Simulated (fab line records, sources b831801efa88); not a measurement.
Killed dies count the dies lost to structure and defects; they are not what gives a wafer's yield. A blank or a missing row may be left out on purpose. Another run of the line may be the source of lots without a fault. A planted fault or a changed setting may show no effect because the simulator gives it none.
fab line records    flow sky130
record: lots: 6  wafers: 18  lastDay: 50
route steps=708 shown METAL2@485 PAD_OPEN@708
lots that met no fault: from a run of the same line without faults
startH: start of the lot's first displayed wafer, in hours after the record's first day    waitH: hours from the lot's prior step to this one    " same as the row above    L1.1+2: a single row standing in for several wafers    - no value, or no start given    * or withheld: withheld    < > ~ a bound
route shown NAME@n: NAME is a module with steps in the file, n the number in the route of the first one    usual: mean/standard deviation taken from wafers without a fault    same: alike in all rows    chamber/n: place in a boat    sites: the reading at each site    _std_site: how widely they spread, as a standard deviation    _edge_site: the outer-site mean with the inner-site mean subtracted    radiusMm: how far each site lies from the wafer's centre    mask NAME#n: copy n    behind: the tool/chamber that last shaped the wafer    hold: reason for holding the lot/hours on hold/outcome of the hold    device: the n, p or np transistor that did not switch    end of line: tests run on the same wafers once the route is complete    for a step that has no rows: nothing shown but its recipe    killed: not the wafer's yield, but the dies lost to structure and defects at the first sort    map: a wafer's dies, x killed, . not, _ none there
set.NAME: the run value of the setting; set.NAME@STEP: its run value at that earlier step    model.NAME: the simulator's own value behind a step, which no gauge read
lots at some steps of the route; a table a step, a row a wafer
services: from which hour (startH, from the record's first day; less than 0 if before it) a tool's chamber was out of use, for how many hours, and why
== steps ==
step: SKY_METAL2_SPUTTER_02
recipe: material: AlCu  targetThkNm: 250  powerW: 10600  timeS: 13.3  chamberPressurePa: 0.4
usual: throttleValvePct: 30.6/1.3
lot.wafer  tool           chamber  startH  waitH  throttleValvePct
L938.4     pvdSputter-02  -        854.27  0.0    30.2
L938.5     "              -        "       "      30.1
L938.6     "              -        "       "      30.7
L939.3     pvdSputter-02  -        864.97  0.0    30.0
L939.4     "              -        "       "      30.8
L939.5     "              -        "       "      33.4
L941.1     pvdSputter-01  -        873.62  0.0    31.2
L941.4     "              -        "       "      29.5
L941.5     "              -        "       "      29.4
L947.1     pvdSputter-01  -        936.39  0.0    31.2
L947.4     "              -        "       "      29.6
L947.6     "              -        "       "      29.8
L949.1     pvdSputter-01  -        943.32  0.0    29.9
L949.3     "              -        "       "      29.3
L949.4     "              -        "       "      31.1
L951.1     pvdSputter-02  -        951.46  0.0    30.3
L951.3     "              -        "       "      31.3
L951.6     "              -        "       "      30.2
step: SKY_METAL2_SPUTTER_03
recipe: material: Ti  targetThkNm: 5  powerW: 3000  timeS: 3.3  chamberPressurePa: 0.4
usual: throttleValvePct: 30.6/1.3
lot.wafer  tool           chamber  startH  waitH  throttleValvePct
L938.4     pvdSputter-02  -        854.30  0.0    30.3
L938.5     "              -        "       "      30.1
L938.6     "              -        "       "      30.2
L939.3     pvdSputter-02  -        865.00  0.0    30.0
L939.4     "              -        "       "      30.9
L939.5     "              -        "       "      33.4
L941.1     pvdSputter-01  -        873.64  0.0    31.0
L941.4     "              -        "       "      29.5
L941.5     "              -        "       "      29.6
L947.1     pvdSputter-01  -        936.41  0.0    31.1
L947.4     "              -        "       "      29.2
L947.6     "              -        "       "      29.5
L949.1     pvdSputter-01  -        943.34  0.0    29.6
L949.3     "              -        "       "      29.5
L949.4     "              -        "       "      31.1
L951.1     pvdSputter-02  -        951.48  0.0    29.9
L951.3     "              -        "       "      31.0
L951.6     "              -        "       "      30.0
step: SKY_METAL2_SPUTTER_04
recipe: material: TiN  targetThkNm: 70  powerW: 6500  timeS: 58.3  chamberPressurePa: 0.4
usual: throttleValvePct: 30.5/1.3
lot.wafer  tool           chamber  startH  waitH  throttleValvePct
L938.4     pvdSputter-02  -        854.31  0.0    30.3
L938.5     "              -        "       "      30.0
L938.6     "              -        "       "      30.3
L939.3     pvdSputter-02  -        865.02  0.0    29.9
L939.4     "              -        "       "      30.6
L939.5     "              -        "       "      33.4
L941.1     pvdSputter-01  -        873.66  0.0    31.1
L941.4     "              -        "       "      29.4
L941.5     "              -        "       "      29.3
L947.1     pvdSputter-01  -        936.43  0.0    30.9
L947.4     "              -        "       "      29.3
L947.6     "              -        "       "      29.3
L949.1     pvdSputter-01  -        943.36  0.0    30.1
L949.3     "              -        "       "      29.4
L949.4     "              -        "       "      30.8
L951.1     pvdSputter-02  -        951.50  0.0    30.0
L951.3     "              -        "       "      30.9
L951.6     "              -        "       "      30.1
step: SKY_METAL2_RS_MEAS_05
recipe: thkMeasGauge: four-point-probe  reads: TiN_of_METAL2_SPUTTER_04+Ti_of_METAL2_SPUTTER_03+AlCu_of_METAL2_SPUTTER_02+TiN_of_METAL2_SPUTTER_01+Ti_of_METAL2_SPUTTER_00
usual: METAL2_ALCU_RS: 0.1268/0.0021
lot.wafer  tool          chamber  startH  waitH  METAL2_ALCU_RS[ohm/sq]
L938.4     filmMetro-04  -        854.42  0.1    0.1286
L938.5     "             -        "       "      0.1290
L938.6     "             -        "       "      0.1288
L939.3     filmMetro-04  -        865.11  0.1    0.1298
L939.4     "             -        "       "      0.1279
L939.5     "             -        "       "      0.1289
L941.1     filmMetro-02  -        873.71  0.0    0.1266
L941.4     "             -        "       "      0.1260
L941.5     "             -        "       "      0.1255
L947.1     filmMetro-04  -        936.48  0.0    0.1239
L947.4     "             -        "       "      0.1255
L947.6     "             -        "       "      0.1251
L949.1     filmMetro-04  -        943.41  0.0    0.1234
L949.3     "             -        "       "      0.1249
L949.4     "             -        "       "      0.1248
L951.1     filmMetro-04  -        951.55  0.0    0.1291
L951.3     "             -        "       "      0.1261
L951.6     "             -        "       "      0.1285
step: SKY_METAL2_THK_MEAS_06
recipe: thkMeasGauge: xrf  reads: AlCu_of_METAL2_SPUTTER_02
usual: METAL2_ALCU_THK: 251/4.4
lot.wafer  tool          chamber  startH  waitH  METAL2_ALCU_THK[nm]
L938.4     filmMetro-04  -        854.51  0.1    246
L938.5     "             -        "       "      246
L938.6     "             -        "       "      247
L939.3     filmMetro-04  -        865.21  0.1    245
L939.4     "             -        "       "      248
L939.5     "             -        "       "      247
L941.1     filmMetro-02  -        873.83  0.1    252
L941.4     "             -        "       "      253
L941.5     "             -        "       "      254
L947.1     filmMetro-04  -        936.60  0.1    256
L947.4     "             -        "       "      254
L947.6     "             -        "       "      253
L949.1     filmMetro-04  -        943.53  0.1    257
L949.3     "             -        "       "      253
L949.4     "             -        "       "      254
L951.1     filmMetro-04  -        951.67  0.1    244
L951.3     "             -        "       "      252
L951.6     "             -        "       "      247
step: SKY_METAL2_DEHYDRATE_07
recipe: tempC: 200  timeS: 60
step: SKY_METAL2_HMDS_08
recipe: primeTimeS: 60  primeTempC: 120
step: SKY_METAL2_COAT_09
recipe: resist: BARC  tempC: withheld  timeS: withheld  spinRpm: 3000  resistThkNm: 60
step: SKY_METAL2_COAT_10
recipe: resist: KrF-thick  spinRpm: 3000  resistThkNm: 450
step: SKY_METAL2_SOFTBAKE_11
recipe: tempC: 100  timeS: 90  resist: KrF-thick
step: SKY_METAL2_EXPOSE_12
recipe: maskId: MM2  na: 0.8  sourceShape: annular  sigmaInner: 0.55  sigmaOuter: 0.85  targetCdNm: 140  doseMj: 28
step: SKY_METAL2_PEB_13
recipe: pebTempC: withheld  pebTimeS: withheld  resist: KrF-thick
step: SKY_METAL2_DEVELOP_14
recipe: developTimeS: 60  resist: KrF-thick  devTempC: 21
usual: developerTempC: 21.00/0.12
lot.wafer  tool           chamber  startH  waitH  developerTempC
L938.4     lithoTrack-01  0        879     -      20.99
L938.5     "              0        880     -      21.06
L938.6     "              0        "       "      21.05
L939.3     lithoTrack-01  0        890     -      21.71
L939.4     "              0        "       "      21.65
L939.5     "              0        "       "      21.82
L941.1     lithoTrack-01  0        899     -      21.75
L941.4     "              0        "       "      21.80
L941.5     "              0        "       "      21.80
L947.1     lithoTrack-03  0        960     -      21.00
L947.4     "              0        "       "      20.94
L947.6     "              0        "       "      21.06
L949.1     lithoTrack-01  0        968     -      21.03
L949.3     "              0        "       "      20.97
L949.4     "              0        "       "      20.90
L951.1     lithoTrack-03  0        975     -      21.04
L951.3     "              0        "       "      20.98
L951.6     "              0        "       "      20.92
step: SKY_METAL2_CD_MEAS_15
recipe: targetCdNm: 140
usual: cdNm: 140.2/1.6
lot.wafer  tool      chamber  startH  waitH  cdNm
L938.4     cdSem-01  -        880.13  -      139.0
L938.5     "         -        "       "      139.3
L938.6     "         -        "       "      137.4
L939.3     cdSem-01  -        890.56  -      141.9
L939.4     "         -        "       "      141.0
L939.5     "         -        "       "      141.7
L941.1     cdSem-02  -        899.47  -      138.9
L941.4     "         -        "       "      138.7
L941.5     "         -        "       "      139.1
L947.1     cdSem-02  -        960.72  -      139.6
L947.4     "         -        "       "      138.7
L947.6     "         -        "       "      139.4
L949.1     cdSem-02  -        968.18  -      141.9
L949.3     "         -        "       "      141.9
L949.4     "         -        "       "      141.9
L951.1     cdSem-01  -        975.32  -      142.4
L951.3     "         -        "       "      142.3
L951.6     "         -        "       "      143.4
step: SKY_PAD_OPEN_PROBE_99
usual: defectLimitedYield: 82.6/2  killed_at_M0_to_M3: 44/7.3  killed_at_M4_up: 3.1/1.6  killedAtContacts: 24/5.4  killedAtFrontEnd: 15/4  killedAtOther: 0.2/0.49  killedDies: 86/10  killedOpen: 48/7.3  killedShort: 38/6.3  sort_bin_3_pad_short: 0.8/0.45  sort_bin_5_function: 10.3/1.5  sort_bin_6_memory: 6.3/1.2  sort_bin_8_speed: 0.00/0.017  sortNPass: 406/10  sortYieldPct: 82.6/2
same: grossDies: 492  killedAtBackSide: 0  sort_bin_4_leakage[%]: 0
lot.wafer  tool       chamber  startH   waitH  defectLimitedYield[%]  killed_at_M0_to_M3  killed_at_M4_up  killedAtContacts  killedAtFrontEnd  killedAtOther  killedDies  killedOpen  killedShort  sort_bin_3_pad_short[%]  sort_bin_5_function[%]  sort_bin_6_memory[%]  sort_bin_8_speed[%]  sortNPass  sortYieldPct[%]
L938.4     prober-02  -        1121.22  0.2    82.7                   46                  4                21                14                0              85          52          33           0.8                      10.6                    5.9                   0                    407        82.7
L938.5     prober-02  -        1121.27  0.2    82.5                   42                  2                29                13                0              86          48          38           1.0                      10.6                    5.9                   0                    406        82.5
L938.6     prober-02  -        1121.32  0.2    85.2                   38                  2                22                11                0              73          43          30           0.8                      8.1                     5.9                   0                    419        85.2
L939.3     prober-01  -        1127.89  0.2    81.9                   51                  3                22                13                0              89          52          37           1.0                      10.2                    6.9                   0                    403        81.9
L939.4     prober-01  -        1127.94  0.2    81.5                   44                  4                28                15                0              91          55          36           0.4                      10.2                    7.9                   0                    401        81.5
L939.5     prober-01  -        1127.99  0.2    84.6                   34                  1                23                18                0              76          35          41           0.6                      8.5                     6.3                   0                    416        84.6
L941.1     prober-01  -        1136.60  0.1    81.1                   45                  1                32                15                0              93          55          38           0.8                      10.6                    7.5                   0                    399        81.1
L941.4     prober-01  -        1136.75  0.2    78.7                   59                  0                30                16                0              105         57          48           1.4                      12.2                    7.7                   0                    387        78.7
L941.5     prober-01  -        1136.80  0.2    82.3                   42                  0                23                21                1              87          47          40           0.6                      11.2                    5.9                   0                    405        82.3
L947.1     prober-02  -        1182.52  0.1    80.3                   41                  1                30                25                0              97          58          39           0.2                      13.0                    6.5                   0                    395        80.3
L947.4     prober-02  -        1182.67  0.2    80.7                   54                  2                21                18                0              95          50          45           1.2                      10.6                    7.5                   0                    397        80.7
L947.6     prober-02  -        1182.77  0.2    81.5                   46                  3                24                17                1              91          50          41           1.0                      11.0                    6.5                   0                    401        81.5
L949.1     prober-01  -        1185.80  0.1    78.3                   54                  9                23                21                0              107         57          50           1.4                      13.8                    6.5                   0                    385        78.3
L949.3     prober-01  -        1185.90  0.2    84.3                   43                  4                14                15                1              77          33          44           1.2                      8.1                     6.3                   0                    415        84.3
L949.4     prober-01  -        1185.95  0.2    84.3                   25                  2                33                16                1              77          44          33           0.6                      10.0                    5.1                   0                    415        84.3
L951.1     prober-02  -        1192.05  0.1    81.9                   53                  1                24                11                0              89          51          38           0.8                      10.6                    6.7                   0.20                 402        81.7
L951.3     prober-02  -        1192.15  0.2    79.9                   45                  2                29                22                1              99          56          43           0.4                      11.6                    8.1                   0                    393        79.9
L951.6     prober-02  -        1192.30  0.2    83.9                   35                  3                28                12                1              79          46          33           1.6                      9.8                     4.7                   0                    413        83.9
killed by level:class
L938.4 VIA1:geometricParticle:open=15 CONTACT:geometricParticle:open=12 VIA3:geometricParticle:open=7 VIA1:geometricParticle:short=6 CONTACT:geometricParticle:short=4 METAL1:geometricParticle:short=4 VIA2:geometricParticle:open=4 FIELD_ISO:geometricParticle:short=3
L938.5 VIA1:geometricParticle:open=15 LI_CONTACT:geometricParticle:open=8 CONTACT:geometricParticle:short=8 CONTACT:geometricParticle:open=6 LOCAL_INTERCONNECT:geometricParticle:short=5 VIA3:geometricParticle:open=5 METAL1:geometricParticle:short=4 VIA2:geometricParticle:open=4
L938.6 VIA1:geometricParticle:open=10 LI_CONTACT:geometricParticle:open=8 CONTACT:geometricParticle:short=6 VIA2:geometricParticle:open=5 POLY_GATE:geometricParticle:open=4 CONTACT:geometricParticle:open=4 VIA3:geometricParticle:open=4 METAL3:geometricParticle:short=4
L939.3 VIA1:geometricParticle:open=12 VIA2:geometricParticle:open=10 LI_CONTACT:geometricParticle:open=7 CONTACT:geometricParticle:open=7 METAL1:geometricParticle:short=7 VIA3:geometricParticle:open=6 FIELD_ISO:geometricParticle:open=4 POLY_GATE:geometricParticle:short=4
L939.4 VIA1:geometricParticle:open=14 LI_CONTACT:geometricParticle:open=14 VIA3:geometricParticle:open=9 CONTACT:geometricParticle:open=7 METAL2:geometricParticle:short=7 CONTACT:geometricParticle:short=5 METAL1:geometricParticle:short=5 FIELD_ISO:geometricParticle:short=4
L939.5 VIA1:geometricParticle:open=8 LI_CONTACT:geometricParticle:open=7 VIA1:geometricParticle:short=6 FIELD_ISO:geometricParticle:short=5 FIELD_ISO:geometricParticle:open=5 LOCAL_INTERCONNECT:geometricParticle:short=5 POLY_GATE:geometricParticle:open=4 LI_CONTACT:geometricParticle:short=4
L941.1 CONTACT:geometricParticle:open=16 METAL1:geometricParticle:short=10 VIA2:geometricParticle:open=9 LI_CONTACT:geometricParticle:open=8 VIA1:geometricParticle:open=8 POLY_GATE:geometricParticle:open=6 POLY_GATE:geometricParticle:short=4 CONTACT:geometricParticle:short=4
L941.4 CONTACT:geometricParticle:open=14 VIA1:geometricParticle:open=10 LI_CONTACT:geometricParticle:open=7 METAL1:geometricParticle:short=7 VIA3:geometricParticle:open=7 METAL2:geometricParticle:short=6 METAL3:geometricParticle:short=6 VIA3:geometricParticle:short=6
L941.5 VIA1:geometricParticle:open=9 CONTACT:geometricParticle:open=7 VIA2:geometricParticle:open=7 FIELD_ISO:geometricParticle:open=5 POLY_GATE:geometricParticle:short=5 LOCAL_INTERCONNECT:geometricParticle:short=5 VIA2:geometricParticle:short=5 VIA3:geometricParticle:open=5
L947.1 CONTACT:geometricParticle:open=13 VIA1:geometricParticle:open=11 VIA3:geometricParticle:open=8 LI_CONTACT:geometricParticle:open=6 FIELD_ISO:geometricParticle:open=5 FIELD_ISO:geometricParticle:short=5 LOCAL_INTERCONNECT:geometricParticle:short=5 METAL1:geometricParticle:short=4
L947.4 VIA1:geometricParticle:open=12 VIA2:geometricParticle:open=9 METAL1:geometricParticle:short=8 VIA3:geometricParticle:open=8 FIELD_ISO:geometricParticle:open=6 LI_CONTACT:geometricParticle:open=5 CONTACT:geometricParticle:short=5 CONTACT:geometricParticle:open=5
L947.6 VIA1:geometricParticle:open=10 VIA2:geometricParticle:open=9 CONTACT:geometricParticle:open=8 LI_CONTACT:geometricParticle:open=7 POLY_GATE:geometricParticle:short=6 FIELD_ISO:geometricParticle:short=5 VIA3:geometricParticle:open=5 CONTACT:geometricParticle:short=4
L949.1 VIA1:geometricParticle:open=15 VIA2:geometricParticle:open=8 LI_CONTACT:geometricParticle:open=7 METAL4:geometricParticle:short=7 FIELD_ISO:geometricParticle:short=6 CONTACT:geometricParticle:open=6 METAL3:geometricParticle:short=5 VIA3:geometricParticle:open=5
L949.3 VIA1:geometricParticle:open=9 VIA1:geometricParticle:short=7 METAL1:geometricParticle:short=7 VIA3:geometricParticle:short=6 METAL3:geometricParticle:short=6 FIELD_ISO:geometricParticle:open=5 CONTACT:geometricParticle:open=5 POLY_GATE:geometricParticle:short=4
L949.4 LI_CONTACT:geometricParticle:open=12 VIA1:geometricParticle:open=9 LOCAL_INTERCONNECT:geometricParticle:short=6 FIELD_ISO:geometricParticle:short=5 CONTACT:geometricParticle:open=5 CONTACT:geometricParticle:short=4 METAL2:geometricParticle:short=4 VIA2:geometricParticle:open=4
L951.1 VIA1:geometricParticle:open=18 CONTACT:geometricParticle:open=10 VIA2:geometricParticle:open=8 METAL1:geometricParticle:short=6 CONTACT:geometricParticle:short=5 VIA2:geometricParticle:short=4 VIA3:geometricParticle:open=4 VIA3:geometricParticle:short=4
L951.3 CONTACT:geometricParticle:open=13 VIA1:geometricParticle:open=12 FIELD_ISO:geometricParticle:open=7 POLY_GATE:geometricParticle:short=6 VIA1:geometricParticle:short=6 CONTACT:geometricParticle:short=5 VIA2:geometricParticle:open=5 VIA3:geometricParticle:open=5
L951.6 CONTACT:geometricParticle:open=12 VIA3:geometricParticle:open=10 VIA1:geometricParticle:open=8 CONTACT:geometricParticle:short=7 FIELD_ISO:geometricParticle:open=5 VIA1:geometricParticle:short=4 LOCAL_INTERCONNECT:geometricParticle:short=3 METAL1:geometricParticle:short=3
== services ==
tool           chamber  startH  hours  kind
pvdSputter-01  -        841.57  7.9    repair
pvdSputter-02  -        935.83  12.5   repair
== key ==
firstSign: step: SKY_METAL2_DEVELOP_14  reading: developerTempC  direction: up  sigmas: 6.6  usual: *  struck: *
effect none on later readings
metAt SKY_METAL2_DEVELOP_14
struckWafers L939.3,L939.4,L939.5,L941.1,L941.4,L941.5
onsetBetween 879 890
fault: kind: processParameterDrift  tool: lithoTrack-01  chamber: -  onsetH: 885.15  steps: SKY_METAL2_DEVELOP_14  channel: devTempC  offset: *  shape: step  endH: 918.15  actsIn: *  stated: *
